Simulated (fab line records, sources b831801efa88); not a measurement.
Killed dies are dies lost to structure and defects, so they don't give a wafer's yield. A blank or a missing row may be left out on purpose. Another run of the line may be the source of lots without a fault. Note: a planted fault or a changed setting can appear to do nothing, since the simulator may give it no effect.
Which tool was responsible? + flow sky130 + 6 lots, 17 wafers sampled, at 2 steps of a route of 708

WHAT THE GAUGES READ, wafer by wafer
SKY_LDD_HVN_TW_MEAS_10.
| lot  | measured     | on            | LDD_HVN_TW     |
|------|--------------|---------------|----------------|
| L172 | day 21 17:29 | film metro-04 | 1443 1430 1430 |
| L174 | day 22 13:41 | film metro-01 | 1415 1416 1416 |
| L176 | day 22 22:02 | film metro-02 | 1458 1450 1446 |
| L184 | day 25 20:22 | film metro-01 | 1419 228       |
| L186 | day 26 09:16 | film metro-01 | 229 224 1414   |
| L191 | day 28 06:37 | film metro-02 | 1445 1441 1440 |

EACH LOT AND THE TOOL THAT RAN IT (in order: tool; ch and the chambers of the sampled wafers; start)
| lot  | SKY_LDD_HVN_DEVELOP_06            |
|------|-----------------------------------|
| L172 | litho track-04 ch 0, day 21 17:02 |
| L174 | litho track-04 ch 0, day 22 13:14 |
| L176 | litho track-04 ch 0, day 22 21:35 |
| L184 | litho track-02 ch 0, day 25 19:56 |
| L186 | litho track-02 ch 0, day 26 08:52 |
| L191 | litho track-04 ch 0, day 28 06:11 |
- SKY_LDD_HVN_DEVELOP_06: develop time 60 s.

THE ANSWER, worked out from the rows above alone
Rule: usual is defined by the lots themselves. Put in order of their means at a reading, lots are off if they are a third of the lots or fewer, leave a main group of 4 or more, and stand apart from it by a gap of 3 or more times the standard deviation of the main group's means; of several such gaps the widest counts. A main group whose means are all the same, to the digits that the tables above print for the reading, isn't used. A lot without any number at a reading at which 4 lots or more have one is off too. The other lots that the step has rows for count as sound.
Off: L184, L186, seen at SKY_LDD_HVN_TW_MEAS_10 (LDD_HVN_TW). Mean 1436 and standard deviation 13 in the main group.
A tool fits if, at a process step before that reading, it ran every lot that is off, and no sound lot after the first of them. Those tools and the gauges at SKY_LDD_HVN_TW_MEAS_10 are tried in the same way. Undecided on this evidence; 2 tools fit (litho track-02 at SKY_LDD_HVN_DEVELOP_06, film metro-01 at SKY_LDD_HVN_TW_MEAS_10).

WHAT WAS PUT IN BY THE SIMULATOR
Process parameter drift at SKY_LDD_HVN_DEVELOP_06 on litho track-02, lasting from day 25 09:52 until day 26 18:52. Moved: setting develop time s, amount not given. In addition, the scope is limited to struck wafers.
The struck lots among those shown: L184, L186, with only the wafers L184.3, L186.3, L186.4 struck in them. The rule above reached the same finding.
